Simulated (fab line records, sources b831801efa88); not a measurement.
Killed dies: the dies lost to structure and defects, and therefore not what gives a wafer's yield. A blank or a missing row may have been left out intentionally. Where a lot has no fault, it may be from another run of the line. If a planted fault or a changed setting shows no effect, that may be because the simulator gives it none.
The tool behind it: which one? || flow gf180mcu || Sampling: 14 lots, 42 wafers, 4 of 602 route steps

== WHAT EACH GAUGE READ, for each wafer ==
GF_HV_LDD_OVL_MEAS_47. Usual: for HV_LDD_03_OVL the level is -1.1 nm and the standard deviation is 1.5.
{"lot": "L701", "measured": "day 12 04:52", "on": "overlay-01", "HV_LDD_03_OVL (nm)": "-1.3 -3.1 -4.0", "flag": ""}
{"lot": "L702", "measured": "day 12 17:28", "on": "overlay-01", "HV_LDD_03_OVL (nm)": "-1.8 -0.2 -1.6", "flag": ""}
{"lot": "L704", "measured": "day 13 09:22", "on": "overlay-02", "HV_LDD_03_OVL (nm)": "-1.0 -0.1 -1.8", "flag": ""}
{"lot": "L705", "measured": "day 13 15:45", "on": "overlay-01", "HV_LDD_03_OVL (nm)": "-2.7 -2.2 -3.2", "flag": ""}
{"lot": "L706", "measured": "day 14 02:29", "on": "overlay-01", "HV_LDD_03_OVL (nm)": "-2.4 -1.5 -0.9", "flag": ""}
{"lot": "L707", "measured": "day 14 12:07", "on": "overlay-01", "HV_LDD_03_OVL (nm)": "-2.3 -2.0 -1.4", "flag": ""}
{"lot": "L708", "measured": "day 14 20:28", "on": "overlay-01", "HV_LDD_03_OVL (nm)": "-1.6 -1.6 -2.3", "flag": ""}
{"lot": "L709", "measured": "day 15 00:04", "on": "overlay-01", "HV_LDD_03_OVL (nm)": "-2.6 -5.3 -2.8", "flag": ""}
{"lot": "L711", "measured": "day 15 17:37", "on": "overlay-01", "HV_LDD_03_OVL (nm)": "-0.7 -1.8 1.7", "flag": ""}
{"lot": "L712", "measured": "day 16 01:40", "on": "overlay-01", "HV_LDD_03_OVL (nm)": "-0.6 0.3 -0.3", "flag": ""}
{"lot": "L713", "measured": "day 16 09:46", "on": "overlay-02", "HV_LDD_03_OVL (nm)": "-4.5 -1.7 -1.7", "flag": ""}
{"lot": "L714", "measured": "day 16 15:49", "on": "overlay-01", "HV_LDD_03_OVL (nm)": "-1.2 -1.0 0.3", "flag": ""}
{"lot": "L717", "measured": "day 17 14:49", "on": "overlay-02", "HV_LDD_03_OVL (nm)": "-2.0 -1.3 -2.9", "flag": ""}
{"lot": "L718", "measured": "day 18 03:24", "on": "overlay-02", "HV_LDD_03_OVL (nm)": "-1.0 1.2 -0.9", "flag": ""}

GF_HV_LDD_THK_MEAS_57. Usual: for HV_LDD_CVD_56_THK the level is 90.0 nm and the standard deviation is 1.
{"lot": "L701", "measured": "day 12 08:44", "on": "film-metro-03", "HV_LDD_CVD_56_THK (nm)": "90.0 89.7 89.8", "flag": ""}
{"lot": "L702", "measured": "day 12 21:49", "on": "film-metro-04", "HV_LDD_CVD_56_THK (nm)": "89.7 88.7 89.0", "flag": ""}
{"lot": "L704", "measured": "day 13 13:11", "on": "film-metro-01", "HV_LDD_CVD_56_THK (nm)": "90.2 89.5 89.5", "flag": ""}
{"lot": "L705", "measured": "day 13 18:51", "on": "film-metro-03", "HV_LDD_CVD_56_THK (nm)": "88.1 88.2 87.7", "flag": ""}
{"lot": "L706", "measured": "day 14 05:35", "on": "film-metro-01", "HV_LDD_CVD_56_THK (nm)": "89.9 90.9 90.1", "flag": ""}
{"lot": "L707", "measured": "day 14 15:13", "on": "film-metro-03", "HV_LDD_CVD_56_THK (nm)": "89.3 89.8 89.9", "flag": ""}
{"lot": "L708", "measured": "day 14 23:34", "on": "film-metro-01", "HV_LDD_CVD_56_THK (nm)": "89.3 89.3 89.5", "flag": ""}
{"lot": "L709", "measured": "day 15 04:00", "on": "film-metro-04", "HV_LDD_CVD_56_THK (nm)": "89.5 88.9 88.5", "flag": ""}
{"lot": "L711", "measured": "day 15 20:43", "on": "film-metro-01", "HV_LDD_CVD_56_THK (nm)": "90.3 91.3 90.3", "flag": ""}
{"lot": "L712", "measured": "day 16 05:12", "on": "film-metro-04", "HV_LDD_CVD_56_THK (nm)": "89.9 90.3 89.6", "flag": ""}
{"lot": "L713", "measured": "day 16 12:52", "on": "film-metro-01", "HV_LDD_CVD_56_THK (nm)": "88.1 89.2 88.5", "flag": ""}
{"lot": "L714", "measured": "day 16 18:56", "on": "film-metro-01", "HV_LDD_CVD_56_THK (nm)": "90.9 91.1 91.6", "flag": ""}
{"lot": "L717", "measured": "day 17 18:38", "on": "film-metro-01", "HV_LDD_CVD_56_THK (nm)": "89.3 89.5 89.9", "flag": ""}
{"lot": "L718", "measured": "day 18 06:30", "on": "film-metro-04", "HV_LDD_CVD_56_THK (nm)": "88.8 89.9 89.6", "flag": ""}

GF_SAB_OVL_MEAS_10. Usual: for SAB_OVL the level is 0.4 nm and the standard deviation is 1.4.
{"lot": "L701", "measured": "day 14 23:48", "on": "overlay-02", "SAB_OVL (nm)": "0.0 -0.5 1.2", "flag": ""}
{"lot": "L702", "measured": "day 15 12:18", "on": "overlay-02", "SAB_OVL (nm)": "1.2 2.3 -0.3", "flag": ""}
{"lot": "L704", "measured": "day 16 04:54", "on": "overlay-01", "SAB_OVL (nm)": "-1.0 -1.0 -0.2", "flag": ""}
{"lot": "L705", "measured": "day 16 11:00", "on": "overlay-02", "SAB_OVL (nm)": "3.3 2.5 2.9", "flag": ""}
{"lot": "L706", "measured": "day 17 00:04", "on": "overlay-01", "SAB_OVL (nm)": "1.8 2.2 -0.1", "flag": ""}
{"lot": "L707", "measured": "day 17 08:47", "on": "overlay-02", "SAB_OVL (nm)": "-0.4 0.8 -0.5", "flag": ""}
{"lot": "L708", "measured": "day 17 20:13", "on": "overlay-02", "SAB_OVL (nm)": "0.0 0.4 -1.0", "flag": ""}
{"lot": "L709", "measured": "day 18 01:34", "on": "overlay-01", "SAB_OVL (nm)": "0.4 1.9 -0.7", "flag": ""}
{"lot": "L711", "measured": "day 18 18:58", "on": "overlay-01", "SAB_OVL (nm)": "0.3 0.5 2.2", "flag": ""}
{"lot": "L712", "measured": "day 19 03:37", "on": "overlay-02", "SAB_OVL (nm)": "0.5 3.7 2.4", "flag": ""}
{"lot": "L713", "measured": "day 19 12:24", "on": "overlay-01", "SAB_OVL (nm)": "-0.3 1.1 1.1", "flag": ""}
{"lot": "L714", "measured": "day 19 18:50", "on": "overlay-01", "SAB_OVL (nm)": "0.6 0.7 -1.6", "flag": ""}
{"lot": "L717", "measured": "day 20 20:09", "on": "overlay-02", "SAB_OVL (nm)": "0.7 -0.7 1.0", "flag": ""}
{"lot": "L718", "measured": "day 21 07:54", "on": "overlay-02", "SAB_OVL (nm)": "-2.5 -1.5 0.0", "flag": ""}

== TOOL THAT RAN EACH LOT (tool first, then ch and the chambers of the sampled wafers, then the start) ==
{"lot": "L701", "GF_VT_IMPLANT_DEVELOP_39": "litho-track-01 ch 0, day 7 10:12"}
{"lot": "L702", "GF_VT_IMPLANT_DEVELOP_39": "litho-track-01 ch 0, day 7 19:33"}
{"lot": "L704", "GF_VT_IMPLANT_DEVELOP_39": "litho-track-01 ch 0, day 8 10:27"}
{"lot": "L705", "GF_VT_IMPLANT_DEVELOP_39": "litho-track-01 ch 0, day 8 15:30"}
{"lot": "L706", "GF_VT_IMPLANT_DEVELOP_39": "litho-track-03 ch 0, day 8 23:02"}
{"lot": "L707", "GF_VT_IMPLANT_DEVELOP_39": "litho-track-03 ch 0, day 9 06:04"}
{"lot": "L708", "GF_VT_IMPLANT_DEVELOP_39": "litho-track-03 ch 0, day 9 14:05"}
{"lot": "L709", "GF_VT_IMPLANT_DEVELOP_39": "litho-track-02 ch 0, day 9 16:53"}
{"lot": "L711", "GF_VT_IMPLANT_DEVELOP_39": "litho-track-02 ch 0, day 10 09:05"}
{"lot": "L712", "GF_VT_IMPLANT_DEVELOP_39": "litho-track-03 ch 0, day 10 13:38"}
{"lot": "L713", "GF_VT_IMPLANT_DEVELOP_39": "litho-track-01 ch 0, day 10 22:33"}
{"lot": "L714", "GF_VT_IMPLANT_DEVELOP_39": "litho-track-03 ch 0, day 11 04:55"}
{"lot": "L717", "GF_VT_IMPLANT_DEVELOP_39": "litho-track-03 ch 0, day 11 21:50"}
{"lot": "L718", "GF_VT_IMPLANT_DEVELOP_39": "litho-track-03 ch 0, day 12 09:23"}
- GF_VT_IMPLANT_DEVELOP_39: develop time 60 s.

== AS READ BY THE TOOLS THEMSELVES (means over the sampled wafers that have a number; for cases with no such wafer, the mark the record gives instead) ==
GF_VT_IMPLANT_DEVELOP_39. Usual: developer-temp-C 23.01 C, standard deviation 0.1.
{"lot": "L701", "tool": "litho-track-01", "developer-temp-C (C)": 22.98, "flag": ""}
{"lot": "L702", "tool": "litho-track-01", "developer-temp-C (C)": 23.00, "flag": ""}
{"lot": "L704", "tool": "litho-track-01", "developer-temp-C (C)": 23.11, "flag": ""}
{"lot": "L705", "tool": "litho-track-01", "developer-temp-C (C)": 23.03, "flag": ""}
{"lot": "L706", "tool": "litho-track-03", "developer-temp-C (C)": 23.20, "flag": ""}
{"lot": "L707", "tool": "litho-track-03", "developer-temp-C (C)": 22.92, "flag": ""}
{"lot": "L708", "tool": "litho-track-03", "developer-temp-C (C)": 23.05, "flag": ""}
{"lot": "L709", "tool": "litho-track-02", "developer-temp-C (C)": 23.05, "flag": ""}
{"lot": "L711", "tool": "litho-track-02", "developer-temp-C (C)": 23.04, "flag": ""}
{"lot": "L712", "tool": "litho-track-03", "developer-temp-C (C)": 23.04, "flag": ""}
{"lot": "L713", "tool": "litho-track-01", "developer-temp-C (C)": 22.96, "flag": ""}
{"lot": "L714", "tool": "litho-track-03", "developer-temp-C (C)": 23.06, "flag": ""}
{"lot": "L717", "tool": "litho-track-03", "developer-temp-C (C)": 21.97, "flag": "OFF"}
{"lot": "L718", "tool": "litho-track-03", "developer-temp-C (C)": 22.09, "flag": "OFF"}

== THE ANSWER, worked out from the rows above alone ==
Rule: take the mean of a lot's wafers that have a number; if it is more than 3 standard deviations from the usual mean, the lot is off. Also off: a lot with no number at a reading for which 4 or more lots have one. Where the step has rows for the other lots, those lots are counted as sound. Order of review: gauges by route order, followed by the tools' own readings, for which a lot's mean as printed above is used. The first step at which some lot is off is used, and at that step the reading that is off furthest; a lot without a number counts as furthest.
Off: L717, L718 (GF_VT_IMPLANT_DEVELOP_39, developer-temp-C).
If a tool, at that step or one of the process steps before it, ran each lot that is off and ran no sound lot following the first of them, it fits. One candidate fits, namely litho-track-03 at GF_VT_IMPLANT_DEVELOP_39. Its last sound lot is L714 (day 11 04:55), its first lot that is off L717 (day 11 21:50): a fault that began between those two fits.
On the lots that are off, the tool's own readings at GF_VT_IMPLANT_DEVELOP_39 differ by more than 5 times the standard deviation of the sound lots' means, which bears it out; developer-temp-C reads 22.03 C there versus 23.04 C on the sound lots.

== WHAT THE SIMULATOR HAD INSERTED ==
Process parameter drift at GF_VT_IMPLANT_DEVELOP_39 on litho-track-03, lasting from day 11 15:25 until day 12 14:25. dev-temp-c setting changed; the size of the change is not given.
Shown lots that were struck: L717, L718. The rule above found the same.
